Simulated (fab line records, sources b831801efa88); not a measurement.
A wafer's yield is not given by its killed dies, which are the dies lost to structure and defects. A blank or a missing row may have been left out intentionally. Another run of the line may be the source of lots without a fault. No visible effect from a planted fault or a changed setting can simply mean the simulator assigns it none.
Tool commonality check :: flow gf180mcu :: Sample size 13 lots and 39 wafers

REASON FOR OPENING
1 of 13 lots carry a flag on the reading VT_IMPLANT_4_TW at GF_VT_IMPLANT_TW_MEAS_43. No-fault wafers: 693, standard deviation 4.4.
Rule: flag the lot when none of its wafers has a number, or when each of its wafers that has one lies beyond 4 standard deviations from that mean. All remaining lots are regarded as sound.

lot: L429
measured: day 7 11:05
on: film-metro-04
VT_IMPLANT_4_TW, wafer by wafer: 688 692 692
flag: 

lot: L430
measured: day 7 18:20
on: film-metro-04
VT_IMPLANT_4_TW, wafer by wafer: 688 688 685
flag: 

lot: L431
measured: day 8 00:23
on: film-metro-03
VT_IMPLANT_4_TW, wafer by wafer: 693 694 696
flag: 

lot: L432
measured: day 8 06:02
on: film-metro-02
VT_IMPLANT_4_TW, wafer by wafer: 30 30 30
flag: FLAGGED

lot: L442
measured: day 11 07:32
on: film-metro-02
VT_IMPLANT_4_TW, wafer by wafer: 695 690 693
flag: 

lot: L445
measured: day 12 01:45
on: film-metro-03
VT_IMPLANT_4_TW, wafer by wafer: 695 694 696
flag: 

lot: L444
measured: day 12 02:22
on: film-metro-02
VT_IMPLANT_4_TW, wafer by wafer: 687 683 690
flag: 

lot: L446
measured: day 12 09:14
on: film-metro-02
VT_IMPLANT_4_TW, wafer by wafer: 687 688 691
flag: 

lot: L447
measured: day 12 12:12
on: film-metro-04
VT_IMPLANT_4_TW, wafer by wafer: 691 694 693
flag: 

lot: L448
measured: day 12 20:30
on: film-metro-02
VT_IMPLANT_4_TW, wafer by wafer: 688 693 690
flag: 

lot: L451
measured: day 13 18:41
on: film-metro-04
VT_IMPLANT_4_TW, wafer by wafer: 697 701 694
flag: 

lot: L450
measured: day 13 19:41
on: film-metro-03
VT_IMPLANT_4_TW, wafer by wafer: 695 699 698
flag: 

lot: L452
measured: day 14 08:34
on: film-metro-04
VT_IMPLANT_4_TW, wafer by wafer: 695 696 697
flag: 
On average the flagged lots read 30, which is -663 against the usual, or -99 or more standard deviations.

TOOL THAT RAN EACH LOT
The record keeps 1 process step preceding the reading, out of 602 steps on the route. Every cell lists first the tool, next ch and the chambers used by the sampled wafers, and last the start.
lot: L429
flag: 
GF_VT_IMPLANT_EXPOSE_37: iline-stepper-01 ch 0, day 7 03:21

lot: L430
flag: 
GF_VT_IMPLANT_EXPOSE_37: iline-stepper-02 ch 0, day 7 10:37

lot: L431
flag: 
GF_VT_IMPLANT_EXPOSE_37: iline-stepper-01 ch 0, day 7 16:05

lot: L432
flag: FLAGGED
GF_VT_IMPLANT_EXPOSE_37: iline-stepper-02 ch 0, day 7 22:04

lot: L442
flag: 
GF_VT_IMPLANT_EXPOSE_37: iline-stepper-02 ch 0, day 10 22:29

lot: L445
flag: 
GF_VT_IMPLANT_EXPOSE_37: iline-stepper-02 ch 0, day 11 15:45

lot: L444
flag: 
GF_VT_IMPLANT_EXPOSE_37: iline-stepper-01 ch 0, day 11 16:25

lot: L446
flag: 
GF_VT_IMPLANT_EXPOSE_37: iline-stepper-02 ch 0, day 11 23:47

lot: L447
flag: 
GF_VT_IMPLANT_EXPOSE_37: iline-stepper-01 ch 0, day 12 02:50

lot: L448
flag: 
GF_VT_IMPLANT_EXPOSE_37: iline-stepper-02 ch 0, day 12 10:13

lot: L451
flag: 
GF_VT_IMPLANT_EXPOSE_37: iline-stepper-02 ch 0, day 13 08:10

lot: L450
flag: 
GF_VT_IMPLANT_EXPOSE_37: iline-stepper-01 ch 0, day 13 09:15

lot: L452
flag: 
GF_VT_IMPLANT_EXPOSE_37: iline-stepper-02 ch 0, day 13 22:28
These steps, and what they do:
- GF_VT_IMPLANT_EXPOSE_37: exposes mask Nwell HV AREA, target cd 860 nm.
- GF_VT_IMPLANT_TW_MEAS_43

FLAGGED OVER TOTAL, TOOL BY TOOL (the gauges that took the reading come last)
step: GF_VT_IMPLANT_EXPOSE_37
tool: iline-stepper-01
lots run: 5
flagged: 0
share of the flagged lots: none
sound lots run after its first flagged lot: -

step: GF_VT_IMPLANT_EXPOSE_37
tool: iline-stepper-02
lots run: 8
flagged: 1
share of the flagged lots: all
sound lots run after its first flagged lot: 6 (L442,L445,L446,L448,L451,L452)

step: GF_VT_IMPLANT_TW_MEAS_43
tool: film-metro-02
lots run: 5
flagged: 1
share of the flagged lots: all
sound lots run after its first flagged lot: 4 (L442,L444,L446,L448)

step: GF_VT_IMPLANT_TW_MEAS_43
tool: film-metro-03
lots run: 3
flagged: 0
share of the flagged lots: none
sound lots run after its first flagged lot: -

step: GF_VT_IMPLANT_TW_MEAS_43
tool: film-metro-04
lots run: 5
flagged: 0
share of the flagged lots: none
sound lots run after its first flagged lot: -

WHAT THE TABLE PERMITS
Rows of the table that ran all the flagged lots, 2 in number: iline-stepper-02 at GF_VT_IMPLANT_EXPOSE_37; film-metro-02 at GF_VT_IMPLANT_TW_MEAS_43.
- iline-stepper-02 at GF_VT_IMPLANT_EXPOSE_37: 1 of its 8 lots flagged. Sound lots ran on it after the first flagged one (L442, L445, L446, L448, L451, L452), which a lasting fault on the whole tool wouldn't allow.
- film-metro-02 at GF_VT_IMPLANT_TW_MEAS_43: 1 of its 5 lots flagged. Sound lots ran on it after the first flagged one (L442, L444, L446, L448), which a lasting fault on the whole tool wouldn't allow.
None of the table's rows ran every flagged lot and, after the first, no sound lot.

WHAT THE SIMULATOR HAD INSERTED
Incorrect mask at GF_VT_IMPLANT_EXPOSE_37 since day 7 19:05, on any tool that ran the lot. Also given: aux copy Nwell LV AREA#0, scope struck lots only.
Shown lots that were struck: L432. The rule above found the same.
